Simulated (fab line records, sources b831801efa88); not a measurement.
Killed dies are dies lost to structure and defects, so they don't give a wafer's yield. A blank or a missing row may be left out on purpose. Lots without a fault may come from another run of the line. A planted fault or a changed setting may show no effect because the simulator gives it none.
Which tool did it? | flow sky130 | 12 lots, 34 wafers sampled, at 5 steps of a route of 708

WHAT THE GAUGES READ, wafer by wafer
SKY_SD_P_OVL_MEAS_08.
lot  | measured     | on         | SD_P_OVL (nm)
L916 | day 25 11:28 | overlay-01 | -1.1 0.0 -0.5
L917 | day 25 18:33 | overlay-02 | -0.1 0.0 -1.2
L920 | day 27 05:48 | overlay-01 | -0.9 -0.8 1.2
L921 | day 27 13:35 | overlay-01 | -0.2 0.6 0.1
L922 | day 27 16:50 | overlay-01 | -2.1 -2.2 -1.2
L926 | day 29 00:07 | overlay-01 | -1.1 -1.0 -1.6
L927 | day 29 07:59 | overlay-01 | 0.1 -0.5 0.5
L928 | day 29 16:23 | overlay-02 | 0.7 0.6
L930 | day 30 07:24 | overlay-01 | 0.3 1.4
L937 | day 32 15:33 | overlay-02 | -2.9 -0.9 0.8
L938 | day 32 17:28 | overlay-02 | -2.1 -0.7 0.1
L939 | day 33 00:48 | overlay-01 | -1.3 -0.7 -0.3

SKY_SD_N_OVL_MEAS_08.
lot  | measured     | on         | SD_N_OVL (nm)
L916 | day 27 23:23 | overlay-02 | -1.0 0.6 2.0
L917 | day 28 05:33 | overlay-02 | -1.0 0.9 0.5
L920 | day 29 15:35 | overlay-01 | -0.3 -0.4 -1.5
L921 | day 29 23:41 | overlay-02 | 1.3 1.2 0.9
L922 | day 30 03:08 | overlay-01 | 0.0 0.3 0.9
L926 | day 31 09:48 | overlay-01 | 1.6 1.7 3.6
L927 | day 31 16:32 | overlay-01 | 1.4 0.7 -0.1
L928 | day 32 01:11 | overlay-01 | -2.8 -2.1
L930 | day 32 14:56 | overlay-01 | -1.4 -2.7
L937 | day 34 20:12 | overlay-02 | 0.1 0.8 0.4
L938 | day 34 22:59 | overlay-01 | 0.6 -1.0 0.9
L939 | day 35 04:47 | overlay-01 | -0.1 0.5 -0.7

SKY_LI_CONTACT_THK_MEAS_01.
lot  | measured     | on            | LI_CONTACT_HDPCVD_THK (nm)
L916 | day 28 00:36 | film_metro-04 | 922 925 940
L917 | day 28 06:46 | film_metro-04 | 950 929 938
L920 | day 29 16:47 | film_metro-03 | 940 931 932
L921 | day 30 00:53 | film_metro-03 | 944 947 942
L922 | day 30 04:20 | film_metro-03 | 923 923 916
L926 | day 31 11:01 | film_metro-02 | 915 928 932
L927 | day 31 17:44 | film_metro-03 | 1173 913 924
L928 | day 32 02:24 | film_metro-03 | 1202 920
L930 | day 32 16:11 | film_metro-02 | 1199 1186
L937 | day 34 21:25 | film_metro-04 | 932 913 919
L938 | day 35 00:12 | film_metro-03 | 953 940 951
L939 | day 35 05:59 | film_metro-03 | 940 915 953

WHICH TOOL RAN EACH LOT (tool, then ch and the chambers of the sampled wafers, then the start)
lot  | SKY_POLY_CUT_ETCH_10               | SKY_LI_CONTACT_HDPCVD_00
L916 | rie_diel-03 ch 1,2, day 24 07:05   | hdpcvd-02 ch 0,1,2, day 28 00:29
L917 | rie_diel-03 ch 2,3, day 24 12:50   | hdpcvd-02 ch 0,1,2, day 28 06:41
L920 | rie_diel-01 ch 0,3, day 26 00:35   | hdpcvd-01 ch 0,2, day 29 16:41
L921 | rie_diel-04 ch 0,3, day 26 07:40   | hdpcvd-02 ch 0,2, day 30 00:47
L922 | rie_diel-01 ch 0,1,3, day 26 11:59 | hdpcvd-01 ch 0,2, day 30 04:14
L926 | rie_diel-04 ch 1,3, day 27 18:49   | hdpcvd-01 ch 0,1,2, day 31 10:53
L927 | rie_diel-01 ch 0,1,2, day 28 03:13 | hdpcvd-01 ch 1,2, day 31 17:38
L928 | rie_diel-01 ch 0,1, day 28 11:13   | hdpcvd-01 ch 1,2, day 32 02:17
L930 | rie_diel-03 ch 1,2, day 29 03:04   | hdpcvd-01 ch 1, day 32 16:05
L937 | rie_diel-04 ch 1,2,3, day 31 12:46 | hdpcvd-02 ch 0,1,2, day 34 21:17
L938 | rie_diel-01 ch 0,1,2, day 31 14:07 | hdpcvd-02 ch 1,2, day 35 00:05
L939 | rie_diel-01 ch 1,2,3, day 31 21:31 | hdpcvd-02 ch 0,2, day 35 05:53
- SKY_POLY_CUT_ETCH_10: etches BARC in N2/H2, stops on SiO2, time 45.9 s, target depth 60 nm.
- SKY_LI_CONTACT_HDPCVD_00: deposits PSG, target thk 930 nm, time 155 s.

WHAT THE TOOLS THEMSELVES READ (means of the sampled wafers that have a number; where no wafer has one, the mark that the record gives instead)
SKY_POLY_CUT_ETCH_10.
lot  | tool        | drypump_motor_current_A (A) | h2_flow_sccm (sccm) | n2_flow_sccm (sccm) | oes_product_au (a.u.) | throttle_valve_pct (%)
L916 | rie_diel-03 | 5.4                         | 199.8               | 99.8                | 0.859                 | 13.218
L917 | rie_diel-03 | 6.0                         | 199.6               | 100.2               | 0.859                 | 13.230
L920 | rie_diel-01 | 5.7                         | 200.2               | 100.1               | 0.854                 | 13.220
L921 | rie_diel-04 | 5.9                         | 200.2               | 99.9                | 0.855                 | 13.223
L922 | rie_diel-01 | 6.0                         | 199.9               | 100.4               | 0.852                 | 13.220
L926 | rie_diel-04 | 6.3                         | 199.5               | 100.3               | 0.850                 | 13.220
L927 | rie_diel-01 | 6.1                         | 199.9               | 100.2               | 0.856                 | 13.217
L928 | rie_diel-01 | 6.2                         | 200.2               | 100.6               | 0.863                 | 13.229
L930 | rie_diel-03 | 5.5                         | 199.6               | 99.6                | 0.865                 | 13.232
L937 | rie_diel-04 | 6.4                         | 199.7               | 99.8                | 0.856                 | 13.221
L938 | rie_diel-01 | 6.1                         | 199.6               | 99.6                | 0.857                 | 13.226
L939 | rie_diel-01 | 5.9                         | 201.2               | 99.7                | 0.856                 | 13.232

SKY_LI_CONTACT_HDPCVD_00.
lot  | tool      | pressure_mtorr (mTorr) | run_length_s (s)
L916 | hdpcvd-02 | 5.995                  | 182.8
L917 | hdpcvd-02 | 6.000                  | 183.0
L920 | hdpcvd-01 | 5.994                  | 183.1
L921 | hdpcvd-02 | 5.983                  | 182.5
L922 | hdpcvd-01 | 5.985                  | 183.4
L926 | hdpcvd-01 | 6.004                  | 183.4
L927 | hdpcvd-01 | 5.998                  | 198.2
L928 | hdpcvd-01 | 6.001                  | 205.4
L930 | hdpcvd-01 | 5.994                  | 227.9
L937 | hdpcvd-02 | 6.001                  | 183.1
L938 | hdpcvd-02 | 6.004                  | 183.4
L939 | hdpcvd-02 | 5.982                  | 182.7

THE ANSWER, worked out from the rows above alone
Rule: what is usual is taken from the lots themselves. Put in order of their means at a reading, lots are off if they are a third of the lots or fewer, leave a main group of 4 or more, and stand apart from it by a gap of 3 or more times the standard deviation of the main group's means; of several such gaps the widest counts. A main group whose means are all the same, to the digits that the tables above print for the reading, isn't used. A lot without any number at a reading at which 4 lots or more have one is off too. The other lots that the step has rows for count as sound. The gauges are gone through in route order, then the tools' own readings, and for those a lot's mean is taken as printed above. The first step at which some lot is off is used, and at that step the reading that is off furthest; a lot without a number counts as furthest.
Off: L927, L928, L930, at SKY_LI_CONTACT_THK_MEAS_01 (LI_CONTACT_HDPCVD_THK). The main group: mean 933 nm, standard deviation 9.2.
A tool fits if, at a process step before that reading, it ran every lot that is off, and no sound lot after the first of them. The gauges at SKY_LI_CONTACT_THK_MEAS_01 aren't tried: what is off there is off at SKY_LI_CONTACT_HDPCVD_00 too, on other tools, and a gauge's error can't cause that. One fits: hdpcvd-01 at SKY_LI_CONTACT_HDPCVD_00. Its last sound lot is L926 (day 31 10:53), its first lot that is off L927 (day 31 17:38): a fault that began between those two fits.
The tool's own readings at SKY_LI_CONTACT_HDPCVD_00 bear it out: on the lots that are off they differ by more than 5 times the standard deviation of the sound lots' means. run_length_s reads 210.5 s there against 183.0 s on the sound lots.

WHAT THE SIMULATOR HAD PUT IN
Process parameter drift: hdpcvd-01, from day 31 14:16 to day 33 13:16, at SKY_LI_CONTACT_HDPCVD_00. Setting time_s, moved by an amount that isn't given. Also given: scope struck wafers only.
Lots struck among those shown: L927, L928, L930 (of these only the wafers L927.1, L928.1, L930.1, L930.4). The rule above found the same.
